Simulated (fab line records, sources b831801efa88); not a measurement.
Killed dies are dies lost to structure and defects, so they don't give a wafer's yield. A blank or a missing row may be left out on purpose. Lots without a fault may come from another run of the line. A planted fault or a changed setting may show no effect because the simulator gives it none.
fab line records | flow gf180mcu
record lots=24 wafers=72 last_day=34
route steps=602 shown V1@337 V3@432 V4@477 M5@537 V5@554 TOP_METAL@584
lots that met no fault: from a run of the same line without faults
start_h: hours from the record's first day to the start of the lot's first wafer shown | wait_h: hours since the lot's step before | " the same as in the row above | L1.1+2: a row that stands for several wafers | - no value, or no start given | * or withheld: withheld | < > ~ a bound
route shown NAME@n: a module of which the file shows steps, and the number in the route of the first | usual: mean/standard deviation of fault-free wafers | same: alike in all rows | chamber/n: place in a boat | sites: the reading at each site | _std_site: their standard deviation | _edge_site: outer sites' mean less inner sites' | radius_mm: how far each site lies from the wafer's centre | mask NAME#n: copy n | behind: the tool/chamber that last shaped the wafer | hold: why the lot was held/for how many hours/how that ended | device: the transistor (n, p or np) that didn't switch | end of line: the same wafers' tests at the end of the route | a step without rows: its recipe alone | killed: dies lost to structure and defects at the first sort, not the wafer's yield | map: a wafer's dies, x killed, . not, _ none there
set.NAME: the setting as run; set.NAME@STEP: as run at that earlier step | model.NAME: the simulator's own value behind a step, which no gauge read
steps of the route over a sample of lots; a table a step, a row a wafer
services: from which hour (start_h, from the record's first day; less than 0 if before it) a tool's chamber was out of use, for how many hours, and why
## steps
# step GF_V1_CVD_02
# recipe material=SiO2 target_thk_nm=850 precursor=TEOS temp_c=400 time_s=94.851 rf_w=600
# usual heater_power_w=648/110
# same time_s=94.851
# columns lot.wafer tool chamber start_h wait_h heater_power_w since_wet_clean_h
L074.1 pecvd-02 1 380.36 0.1 673 414
L074.2 " 0 " " 691 414
L074.4 " 2 " " 775 -
L075.2 pecvd-03 1 391.00 0.0 514 8
L075.3 " 0 " " 556 8
L075.4 " 0 " " 575 -
L076.1 pecvd-03 2 402.53 0.1 805 20
L076.2 " 1 " " 580 20
L076.4 " 1 " " 442 -
L077.1 pecvd-01 2 410.49 0.1 575 652
L077.3 " 0 " " 780 652
L077.5 " 0 " " 838 -
L078.1 pecvd-03 0 421.34 0.1 592 38
L078.2 " 2 " " 789 38
L078.3 " 1 " " 549 38
L079.2 pecvd-02 0 434.40 0.0 583 468
L079.4 " 0 " " 613 -
L079.5 " 2 " " 766 -
L080.3 pecvd-03 0 438.15 0.0 587 55
L080.4 " 1 " " 452 -
L080.5 " 0 " " 480 -
L081.2 pecvd-02 1 451.14 0.0 742 485
L081.5 " 0 " " 522 -
L081.6 " 2 " " 757 -
L082.2 pecvd-01 0 459.55 0.0 853 701
L082.4 " 2 " " 466 -
L082.5 " 1 " " 588 -
L083.3 pecvd-01 1 471.85 0.0 574 714
L083.5 " 1 " " 589 -
L083.6 " 0 " " 879 -
L085.1 pecvd-03 1 489.47 0.1 575 107
L085.4 " 1 " " 456 -
L085.5 " 0 " " 569 -
L084.1 pecvd-03 0 490.35 0.1 514 107
L084.3 " 2 " " 766 107
L084.5 " 1 " " 534 -
L086.3 pecvd-02 2 500.70 0.0 731 534
L086.4 " 0 " " 679 -
L086.6 " 1 " " 790 -
L087.1 pecvd-02 1 504.35 0.1 645 538
L087.2 " 2 " " 704 538
L087.4 " 2 " " 758 -
L088.1 pecvd-02 1 511.00 0.1 716 545
L088.3 " 2 " " 673 545
L088.5 " 2 " " 718 -
L089.2 pecvd-01 1 526.69 0.0 587 769
L089.3 " 0 " " 854 769
L089.5 " 1 " " 608 -
L090.1 pecvd-01 1 533.19 0.1 615 775
L090.3 " 2 " " 498 775
L090.5 " 0 " " 848 -
L091.2 pecvd-01 2 545.35 0.0 574 787
L091.5 " 0 " " 821 -
L091.6 " 2 " " 459 -
L092.1 pecvd-03 1 551.53 0.1 578 169
L092.4 " 2 " " 657 -
L092.6 " 1 " " 457 -
L093.2 pecvd-03 1 554.00 0.0 493 171
L093.3 " 0 " " 583 171
L093.5 " 2 " " 796 -
L094.2 pecvd-02 1 562.02 0.0 636 596
L094.3 " 0 " " 604 596
L094.6 " 2 " " 646 -
L095.4 pecvd-02 2 571.07 0.1 760 -
L095.5 " 0 " " 665 -
L095.6 " 1 " " 701 -
L096.2 pecvd-01 0 578.41 0.0 886 820
L096.3 " 1 " " 599 820
L096.6 " 1 " " 485 -
L097.1 pecvd-02 1 586.30 0.1 731 620
L097.2 " 0 " " 594 620
L097.5 " 1 " " 765 -
# step GF_V3_THK_MEAS_03
# recipe reads=SiO2_of_V3_CVD_02
# usual V3_CVD_02_THK=849/10
# columns lot.wafer tool chamber start_h wait_h V3_CVD_02_THK[nm]
L074.1 film_metro-02 - 482.52 0.0 843
L074.2 " - " " 833
L074.4 " - " " 846
L075.2 film_metro-02 - 494.26 0.0 848
L075.3 " - " " 852
L075.4 " - " " 864
L076.1 film_metro-03 - 505.82 0.0 837
L076.2 " - " " 841
L076.4 " - " " 854
L077.1 film_metro-03 - 512.07 0.0 846
L077.3 " - " " 842
L077.5 " - " " 848
L078.1 film_metro-01 - 524.26 0.0 840
L078.2 " - " " 843
L078.3 " - " " 835
L079.2 film_metro-02 - 535.70 0.0 854
L079.4 " - " " 862
L079.5 " - " " 855
L080.3 film_metro-01 - 540.20 0.1 857
L080.4 " - " " 872
L080.5 " - " " 868
L081.2 film_metro-01 - 552.78 0.0 833
L081.5 " - " " 844
L081.6 " - " " 851
L082.2 film_metro-02 - 558.21 0.0 854
L082.4 " - " " 870
L082.5 " - " " 876
L083.3 film_metro-03 - 569.87 0.1 851
L083.5 " - " " 858
L083.6 " - " " 850
L085.1 film_metro-03 - 585.80 0.1 848
L085.4 " - " " 847
L085.5 " - " " 852
L084.1 film_metro-01 - 587.87 0.0 842
L084.3 " - " " 843
L084.5 " - " " 865
L086.3 film_metro-03 - 596.56 0.1 833
L086.4 " - " " 847
L086.6 " - " " 864
L087.1 film_metro-03 - 599.67 0.0 837
L087.2 " - " " 848
L087.4 " - " " 857
L088.1 film_metro-02 - 604.81 0.0 843
L088.3 " - " " 845
L088.5 " - " " 857
L089.2 film_metro-01 - 620.56 0.0 854
L089.3 " - " " 842
L089.5 " - " " 856
L090.1 film_metro-03 - 625.56 0.0 838
L090.3 " - " " 844
L090.5 " - " " 868
L091.2 film_metro-02 - 635.87 0.0 836
L091.5 " - " " 860
L091.6 " - " " 856
L092.1 film_metro-01 - 642.99 0.0 832
L092.4 " - " " 849
L092.6 " - " " 847
L093.2 film_metro-03 - 643.63 0.0 835
L093.3 " - " " 843
L093.5 " - " " 842
L094.2 film_metro-03 - 651.41 0.1 833
L094.3 " - " " 842
L094.6 " - " " 856
L095.4 film_metro-03 - 659.69 0.0 851
L095.5 " - " " 851
L095.6 " - " " 857
L096.2 film_metro-01 - 667.51 0.0 851
L096.3 " - " " 844
L096.6 " - " " 860
L097.1 film_metro-01 - 674.33 0.0 832
L097.2 " - " " 845
L097.5 " - " " 859
# step GF_V4_THK_MEAS_01
# recipe reads=SiO2_of_V4_CVD_00
# usual V4_CVD_00_THK=599/6.4
# columns lot.wafer tool chamber start_h wait_h V4_CVD_00_THK[nm]
L074.1 film_metro-01 - 532.57 0.0 600
L074.2 " - " " 592
L074.4 " - " " 596
L075.2 film_metro-01 - 543.86 0.0 594
L075.3 " - " " 608
L075.4 " - " " 596
L076.1 film_metro-02 - 554.72 0.0 599
L076.2 " - " " 604
L076.4 " - " " 601
L077.1 film_metro-02 - 560.57 0.0 607
L077.3 " - " " 611
L077.5 " - " " 608
L078.1 film_metro-04 - 573.02 0.0 588
L078.2 " - " " 595
L078.3 " - " " 598
L079.2 film_metro-02 - 582.56 0.0 598
L079.4 " - " " 597
L079.5 " - " " 597
L080.3 film_metro-02 - 586.52 0.1 588
L080.4 " - " " 597
L080.5 " - " " 588
L081.2 film_metro-04 - 598.78 0.0 587
L081.5 " - " " 586
L081.6 " - " " 585
L082.2 film_metro-04 - 603.25 0.0 604
L082.4 " - " " 601
L082.5 " - " " 600
L083.3 film_metro-01 - 615.63 0.1 606
L083.5 " - " " 603
L083.6 " - " " 598
L085.1 film_metro-02 - 630.54 0.0 594
L085.4 " - " " 596
L085.5 " - " " 603
L084.1 film_metro-01 - 632.13 0.0 599
L084.3 " - " " 595
L084.5 " - " " 598
L086.3 film_metro-01 - 641.10 0.1 605
L086.4 " - " " 597
L086.6 " - " " 604
L087.1 film_metro-04 - 643.45 0.0 603
L087.2 " - " " 592
L087.4 " - " " 603
L088.1 film_metro-01 - 648.93 0.0 586
L088.3 " - " " 600
L088.5 " - " " 592
L089.2 film_metro-04 - 663.20 0.0 604
L089.3 " - " " 605
L089.5 " - " " 597
L090.1 film_metro-01 - 669.16 0.1 588
L090.3 " - " " 598
L090.5 " - " " 600
L091.2 film_metro-02 - 677.59 0.1 593
L091.5 " - " " 606
L091.6 " - " " 606
L092.1 film_metro-01 - 684.43 0.0 610
L092.4 " - " " 599
L092.6 " - " " 598
L093.2 film_metro-02 - 684.94 0.1 597
L093.3 " - " " 601
L093.5 " - " " 596
L094.2 film_metro-02 - 692.69 0.1 604
L094.3 " - " " 609
L094.6 " - " " 598
L095.4 film_metro-01 - 699.88 0.1 610
L095.5 " - " " 603
L095.6 " - " " 603
L096.2 film_metro-02 - 707.06 0.0 600
L096.3 " - " " 596
L096.6 " - " " 601
L097.1 film_metro-01 - 713.94 0.0 598
L097.2 " - " " 599
L097.5 " - " " 604
# step GF_M5_STRIP_11
# recipe chemistry=O2/N2 power_w=1400 pressure_mtorr=1500 platen_temp_c=250 o2_flow_sccm=3000 n2_flow_sccm=300 overash_fraction=0.5
# usual drypump_motor_current_A=5.8/0.52 heater_power_w=335/20 oes_product_au=0.543/0.0047 strip_time_to_endpoint_s=7.51/0.035
# columns lot.wafer tool chamber start_h wait_h drypump_motor_current_A heater_power_w oes_product_au rf_hours_counter_h strip_time_to_endpoint_s
L074.1 plasma_asher-04 0 602.21 0.1 5.3 355 0.540 89 7.56
L074.2 " 1 " " 6.4 343 0.547 89 7.56
L074.4 " 0 " " 5.3 361 0.542 - 7.49
L075.2 plasma_asher-02 0 611.59 0.1 5.7 321 0.549 53 7.54
L075.3 " 1 " " 5.6 315 0.538 - 7.55
L075.4 " 0 " " 5.7 324 0.552 - 7.56
L076.1 plasma_asher-03 0 622.24 0.1 6.7 348 0.538 21 7.52
L076.2 " 1 " " 5.2 318 0.534 21 7.49
L076.4 " 0 " " 6.7 356 0.542 - 7.47
L077.1 plasma_asher-04 1 627.50 0.1 6.3 357 0.541 92 7.44
L077.3 " 1 " " 6.3 341 0.542 - 7.51
L077.5 " 1 " " 6.3 345 0.537 - 7.48
L078.1 plasma_asher-03 0 639.54 0.1 6.7 359 0.546 22 7.55
L078.2 " 1 " " 5.2 319 0.537 22 7.51
L078.3 " 0 " " 6.7 351 0.541 - 7.55
L079.2 plasma_asher-04 1 647.45 0.1 6.3 343 0.536 94 7.49
L079.4 " 0 " " 5.3 368 0.547 - 7.53
L079.5 " 0 " " 5.3 351 0.534 - 7.48
L080.3 plasma_asher-03 1 650.94 0.1 5.2 318 0.545 - 7.56
L080.4 " 0 " " 6.6 360 0.547 - 7.54
L080.5 " 0 " " 6.7 341 0.544 - 7.54
L081.2 plasma_asher-02 1 662.25 0.1 5.6 316 0.550 59 7.53
L081.5 " 1 " " 5.6 306 0.542 - 7.54
L081.6 " 0 " " 5.7 308 0.547 - 7.57
L082.2 plasma_asher-02 0 667.05 0.1 5.7 321 0.537 59 7.48
L082.4 " 0 " " 5.7 311 0.537 - 7.50
L082.5 " 0 " " 5.7 316 0.542 - 7.47
L083.3 plasma_asher-02 0 677.78 0.1 5.7 323 0.543 - 7.52
L083.5 " 0 " " 5.7 322 0.539 - 7.50
L083.6 " 1 " " 5.6 315 0.545 - 7.60
L085.1 plasma_asher-02 0 691.70 0.1 5.7 322 0.544 62 7.53
L085.4 " 1 " " 5.6 323 0.541 - 7.53
L085.5 " 0 " " 5.7 317 0.544 - 7.53
L084.1 plasma_asher-04 1 693.40 0.2 6.4 346 0.539 97 7.50
L084.3 " 1 " " 6.4 340 0.545 - 7.49
L084.5 " 1 " " 6.4 342 0.541 - 7.48
L086.3 plasma_asher-03 1 701.97 0.1 5.2 328 0.544 - 7.58
L086.4 " 0 " " 6.6 351 0.543 - 7.50
L086.6 " 0 " " 6.6 354 0.546 - 7.53
L087.1 plasma_asher-04 1 703.15 0.1 6.3 342 0.534 98 7.56
L087.2 " 0 " " 5.3 362 0.542 98 7.56
L087.4 " 0 " " 5.3 358 0.540 - 7.55
L088.1 plasma_asher-04 0 708.65 0.1 5.3 353 0.547 98 7.47
L088.3 " 0 " " 5.3 362 0.539 - 7.46
L088.5 " 0 " " 5.3 360 0.532 - 7.46
L089.2 plasma_asher-04 1 720.95 0.1 6.3 343 0.540 99 7.53
L089.3 " 0 " " 5.3 369 0.542 - 7.50
L089.5 " 1 " " 6.3 345 0.542 - 7.49
L090.1 plasma_asher-03 0 727.56 0.2 6.7 354 0.542 32 7.53
L090.3 " 1 " " 5.2 318 0.537 - 7.50
L090.5 " 1 " " 5.2 313 0.542 - 7.53
L091.2 plasma_asher-02 1 735.25 0.1 5.6 314 0.539 67 7.47
L091.5 " 0 " " 5.7 317 0.541 - 7.51
L091.6 " 1 " " 5.6 312 0.536 - 7.49
L092.1 plasma_asher-02 0 740.44 0.1 5.7 313 0.543 67 7.50
L092.4 " 0 " " 5.7 323 0.542 - 7.51
L092.6 " 1 " " 5.6 309 0.544 - 7.50
L093.2 plasma_asher-03 0 741.55 0.1 6.7 359 0.547 33 7.55
L093.3 " 0 " " 6.7 353 0.545 - 7.55
L093.5 " 0 " " 6.6 359 0.547 - 7.56
L094.2 plasma_asher-04 1 748.20 0.1 6.4 333 0.541 0 7.54
L094.3 " 0 " " 5.3 361 0.541 - 7.52
L094.6 " 1 " " 6.3 328 0.541 - 7.53
L095.4 plasma_asher-02 0 754.88 0.1 5.7 308 0.543 - 7.50
L095.5 " 1 " " 5.5 313 0.536 - 7.49
L095.6 " 0 " " 5.7 320 0.548 - 7.49
L096.2 plasma_asher-03 0 761.99 0.1 6.6 360 0.551 36 7.47
L096.3 " 0 " " 6.7 356 0.539 - 7.45
L096.6 " 1 " " 5.2 329 0.539 - 7.48
L097.1 plasma_asher-04 0 768.27 0.1 5.3 374 0.540 2 7.55
L097.2 " 1 " " 6.3 336 0.556 2 7.54
L097.5 " 1 " " 6.3 325 0.547 - 7.55
# step GF_V5_CD_MEAS_14
# recipe target_cd_nm=260
# usual cd_nm=259.4/1.1
# columns lot.wafer tool chamber start_h wait_h cd_nm
L074.1 cd_sem-02 - 624.55 0.1 258.8
L074.2 " - " " 259.3
L074.4 " - " " 260.2
L075.2 cd_sem-01 - 632.78 0.1 258.7
L075.3 " - " " 259.9
L075.4 " - " " 259.7
L076.1 cd_sem-02 - 643.21 0.1 260.1
L076.2 " - " " 259.6
L076.4 " - " " 259.9
L077.1 cd_sem-01 - 648.70 0.1 259.4
L077.3 " - " " 258.9
L077.5 " - " " 259.0
L078.1 cd_sem-01 - 659.61 0.1 256.7
L078.2 " - " " 256.5
L078.3 " - " " 257.9
L079.2 cd_sem-01 - 668.78 0.1 261.1
L079.4 " - " " 261.0
L079.5 " - " " 260.2
L080.3 cd_sem-01 - 671.80 0.1 258.5
L080.4 " - " " 258.5
L080.5 " - " " 258.3
L081.2 cd_sem-01 - 682.12 0.1 258.0
L081.5 " - " " 259.8
L081.6 " - " " 258.4
L082.2 cd_sem-01 - 686.67 0.1 258.9
L082.4 " - " " 258.1
L082.5 " - " " 259.2
L083.3 cd_sem-02 - 697.25 0.1 259.7
L083.5 " - " " 258.5
L083.6 " - " " 259.5
L085.1 cd_sem-01 - 711.11 0.1 260.6
L085.4 " - " " 258.9
L085.5 " - " " 260.6
L084.1 cd_sem-01 - 712.40 0.1 258.9
L084.3 " - " " 260.0
L084.5 " - " " 259.9
L086.3 cd_sem-02 - 721.05 0.1 258.7
L086.4 " - " " 259.1
L086.6 " - " " 259.2
L087.1 cd_sem-01 - 721.91 0.1 257.2
L087.2 " - " " 259.1
L087.4 " - " " 258.7
L088.1 cd_sem-02 - 727.70 0.1 260.5
L088.3 " - " " 260.4
L088.5 " - " " 261.0
L089.2 cd_sem-01 - 739.22 0.1 258.7
L089.3 " - " " 259.0
L089.5 " - " " 259.8
L090.1 cd_sem-01 - 746.20 0.1 257.5
L090.3 " - " " 257.1
L090.5 " - " " 256.9
L091.2 cd_sem-02 - 754.03 0.1 259.4
L091.5 " - " " 260.8
L091.6 " - " " 260.1
L092.1 cd_sem-02 - 758.51 0.1 259.7
L092.4 " - " " 259.9
L092.6 " - " " 260.8
L093.2 cd_sem-01 - 759.93 0.1 257.8
L093.3 " - " " 257.8
L093.5 " - " " 257.9
L094.2 cd_sem-01 - 765.67 0.1 260.4
L094.3 " - " " 259.1
L094.6 " - " " 259.5
L095.4 cd_sem-01 - 772.62 0.1 260.0
L095.5 " - " " 258.9
L095.6 " - " " 261.4
L096.2 cd_sem-02 - 779.28 0.1 261.1
L096.3 " - " " 260.1
L096.6 " - " " 259.9
L097.1 cd_sem-01 - 785.06 0.1 258.5
L097.2 " - " " 258.8
L097.5 " - " " 259.9
# step GF_TOP_METAL_STRIP_17
# recipe chemistry=O2/N2 power_w=1400 pressure_mtorr=1500 platen_temp_c=250 o2_flow_sccm=3000 n2_flow_sccm=300 overash_fraction=0.5
# usual drypump_motor_current_A=5.8/0.59 heater_power_w=318/25 oes_product_au=0.710/0.0042 strip_time_to_endpoint_s=13.41/0.084
# columns lot.wafer tool chamber start_h wait_h drypump_motor_current_A heater_power_w oes_product_au rf_hours_counter_h strip_time_to_endpoint_s
L074.1 plasma_asher-03 1 646.84 0.1 5.2 320 0.709 23 13.44
L074.2 " 0 " " 6.6 350 0.705 23 13.32
L074.4 " 0 " " 6.6 352 0.706 - 13.48
L075.2 plasma_asher-02 0 654.63 0.1 5.7 315 0.716 57 13.44
L075.3 " 1 " " 5.6 306 0.711 - 13.28
L075.4 " 0 " " 5.7 319 0.711 - 13.38
L076.1 plasma_asher-03 1 664.66 0.3 5.2 312 0.711 25 13.31
L076.2 " 0 " " 6.7 351 0.708 25 13.33
L076.4 " 1 " " 5.2 324 0.714 - 13.36
L077.1 plasma_asher-02 0 669.86 0.3 5.7 321 0.706 60 13.28
L077.3 " 1 " " 5.6 306 0.709 - 13.34
L077.5 " 1 " " 5.6 307 0.700 - 13.33
L078.1 plasma_asher-03 1 680.24 0.1 5.2 327 0.705 27 13.44
L078.2 " 0 " " 6.7 345 0.719 27 13.57
L078.3 " 0 " " 6.6 351 0.706 - 13.46
L079.2 plasma_asher-03 1 689.83 0.1 5.2 325 0.712 28 13.36
L079.4 " 0 " " 6.7 362 0.714 - 13.31
L079.5 " 1 " " 5.2 320 0.704 - 13.22
L080.3 plasma_asher-02 1 692.92 0.1 5.6 310 0.705 - 13.47
L080.4 " 0 " " 5.7 320 0.715 - 13.51
L080.5 " 0 " " 5.7 321 0.703 - 13.44
L081.2 plasma_asher-03 0 703.04 0.1 6.6 352 0.713 29 13.42
L081.5 " 0 " " 6.6 345 0.709 - 13.45
L081.6 " 1 " " 5.2 327 0.705 - 13.33
L082.2 plasma_asher-01 0 707.84 0.1 5.4 277 0.711 99 13.49
L082.4 " 0 " " 5.4 284 0.714 - 13.50
L082.5 " 0 " " 5.4 279 0.711 - 13.44
L083.3 plasma_asher-02 1 717.92 0.1 5.6 310 0.716 - 13.36
L083.5 " 0 " " 5.7 316 0.716 - 13.36
L083.6 " 1 " " 5.6 310 0.715 - 13.37
L085.1 plasma_asher-03 1 730.64 0.1 5.2 320 0.706 32 13.61
L085.4 " 0 " " 6.6 364 0.714 - 13.49
L085.5 " 1 " " 5.2 313 0.707 - 13.56
L084.1 plasma_asher-01 0 732.49 0.1 5.4 270 0.713 101 13.40
L084.3 " 1 " " 6.4 274 0.714 - 13.36
L084.5 " 1 " " 6.4 285 0.700 - 13.37
L086.3 plasma_asher-03 1 741.27 0.1 5.2 328 0.708 - 13.49
L086.4 " 0 " " 6.6 344 0.719 - 13.55
L086.6 " 1 " " 5.2 317 0.708 - 13.52
L087.1 plasma_asher-02 1 741.38 0.1 5.6 307 0.705 68 13.39
L087.2 " 0 " " 5.7 317 0.710 68 13.41
L087.4 " 0 " " 5.7 315 0.711 - 13.44
L088.1 plasma_asher-03 1 746.83 0.1 5.2 328 0.702 34 13.27
L088.3 " 1 " " 5.2 316 0.711 - 13.33
L088.5 " 0 " " 6.7 355 0.709 - 13.30
L089.2 plasma_asher-03 1 757.99 0.1 5.2 321 0.712 35 13.37
L089.3 " 0 " " 6.7 357 0.711 - 13.41
L089.5 " 1 " " 5.2 325 0.710 - 13.41
L090.1 plasma_asher-03 0 764.64 0.1 6.7 356 0.709 36 13.39
L090.3 " 0 " " 6.6 358 0.702 - 13.37
L090.5 " 0 " " 6.7 355 0.716 - 13.42
L091.2 plasma_asher-03 0 771.89 0.1 6.7 345 0.705 36 13.38
L091.5 " 1 " " 5.2 313 0.711 - 13.36
L091.6 " 0 " " 6.7 347 0.717 - 13.38
L092.1 plasma_asher-02 0 776.61 0.3 5.7 314 0.710 71 13.54
L092.4 " 0 " " 5.7 313 0.707 - 13.48
L092.6 " 0 " " 5.7 318 0.715 - 13.42
L093.2 plasma_asher-01 1 777.49 0.1 6.4 280 0.711 106 13.46
L093.3 " 1 " " 6.4 277 0.712 - 13.43
L093.5 " 1 " " 6.4 279 0.713 - 13.51
L094.2 plasma_asher-02 1 783.73 0.1 5.6 308 0.709 72 13.48
L094.3 " 1 " " 5.6 310 0.709 - 13.45
L094.6 " 0 " " 5.7 320 0.707 - 13.49
L095.4 plasma_asher-01 1 789.77 0.1 6.4 279 0.712 - 13.47
L095.5 " 1 " " 6.4 278 0.707 - 13.54
L095.6 " 0 " " 5.4 284 0.704 - 13.54
L096.2 plasma_asher-03 0 796.94 0.1 6.7 349 0.716 39 13.36
L096.3 " 1 " " 5.2 320 0.715 - 13.38
L096.6 " 1 " " 5.2 325 0.712 - 13.35
L097.1 plasma_asher-01 1 802.39 0.1 6.4 280 0.712 109 13.36
L097.2 " 0 " " 5.4 291 0.713 109 13.46
L097.5 " 0 " " 5.4 279 0.712 - 13.49
## services
# columns tool chamber start_h hours kind
pecvd-03 - 368.88 14.0 pm
pecvd-01 0 376.13 19.7 repair
plasma_asher-03 - 412.43 2.8 pm
plasma_asher-03 - 421.25 9.0 pm
pecvd-03 - 424.32 1.0 repair
pecvd-02 1 438.15 12.3 repair
pecvd-01 - 462.82 6.9 repair
pecvd-02 - 483.24 14.6 pm
plasma_asher-04 - 505.04 38.0 pm
pecvd-02 0 534.96 5.5 repair
plasma_asher-02 - 552.81 2.6 repair
pecvd-03 - 554.93 14.6 pm
pecvd-03 - 569.53 2.8 pm
pecvd-03 1 574.98 11.4 repair
pecvd-02 - 594.07 0.2 repair
plasma_asher-04 - 632.76 4.3 repair
plasma_asher-04 - 649.08 15.5 repair
pecvd-02 1 651.23 9.8 repair
plasma_asher-03 - 653.94 0.3 repair
plasma_asher-04 - 665.54 2.8 pm
plasma_asher-03 - 712.98 4.5 repair
plasma_asher-04 - 733.75 9.0 pm
pecvd-02 - 799.38 14.0 pm
plasma_asher-03 - 799.75 4.6 repair
## key
fault none
